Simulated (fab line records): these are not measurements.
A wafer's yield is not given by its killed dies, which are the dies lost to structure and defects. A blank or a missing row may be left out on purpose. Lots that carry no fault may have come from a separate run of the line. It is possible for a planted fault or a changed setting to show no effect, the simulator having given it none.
Which of the tools did it? / flow gf180mcu / 13 lots, 39 wafers sampled, at 1 step of a route of 602

## WHAT THE GAUGES SHOWED, per wafer
GF_MVSD_OVL_MEAS_07.
lot=L103; measured=day 4 20:21; on=overlay-02; MVSD_OVL (nm)=-1.3 -2.0 -0.9
lot=L104; measured=day 5 03:05; on=overlay-02; MVSD_OVL (nm)=-0.7 -0.1 -1.0
lot=L105; measured=day 5 08:11; on=overlay-02; MVSD_OVL (nm)=0.2 0.7 -0.7
lot=L107; measured=day 5 21:16; on=overlay-01; MVSD_OVL (nm)=0.8 0.6 0.7
lot=L108; measured=day 6 01:53; on=overlay-01; MVSD_OVL (nm)=-1.7 -2.0 0.1
lot=L110; measured=day 6 13:25; on=overlay-01; MVSD_OVL (nm)=1.7 0.2 1.3
lot=L111; measured=day 6 18:38; on=overlay-01; MVSD_OVL (nm)=2.6 2.6 1.8
lot=L113; measured=day 7 06:43; on=overlay-02; MVSD_OVL (nm)=1.2 -0.1 0.4
lot=L116; measured=day 8 01:16; on=overlay-02; MVSD_OVL (nm)=-0.7 1.7 0.0
lot=L117; measured=day 8 07:05; on=overlay-01; MVSD_OVL (nm)=-0.7 0.8 0.1
lot=L118; measured=day 8 11:55; on=overlay-01; MVSD_OVL (nm)=-0.8 -1.1 -1.3
lot=L123; measured=day 9 16:49; on=overlay-02; MVSD_OVL (nm)=0.6 -0.1 0.1
lot=L124; measured=day 10 00:32; on=overlay-02; MVSD_OVL (nm)=-1.6 -0.7 -2.2

## EACH LOT AND THE TOOL THAT RAN IT (in order: tool; ch and the chambers of the sampled wafers; start)
Before these readings, the record contains no process step.

## AS READ BY THE TOOLS THEMSELVES (means over the sampled wafers that have a number; for cases with no such wafer, the mark the record gives instead)
The record holds no such reading with a usual standard deviation.

## THE ANSWER, worked out from the rows above alone
Rule: usual is defined by the lots themselves. Put in order of their means at a reading, lots are off if they are a third of the lots or fewer, leave a main group of 4 or more, and stand apart from it by a gap of 3 or more times the standard deviation of the main group's means; of several such gaps the widest counts. A main group is skipped when, at the precision printed for the reading in the tables above, its means are all equal. Also off: a lot with no number at a reading for which 4 or more lots have one. The other lots that the step has rows for count as sound. The gauges are gone through in route order, then the tools' own readings, and for those a lot's mean is taken as printed above. The first step at which some lot is off is used, and at that step the reading that is off furthest; a lot without a number counts as furthest.
Nothing can be told from this: no lot is off at any reading shown.

## WHAT HAD BEEN PUT IN BY THE SIMULATOR
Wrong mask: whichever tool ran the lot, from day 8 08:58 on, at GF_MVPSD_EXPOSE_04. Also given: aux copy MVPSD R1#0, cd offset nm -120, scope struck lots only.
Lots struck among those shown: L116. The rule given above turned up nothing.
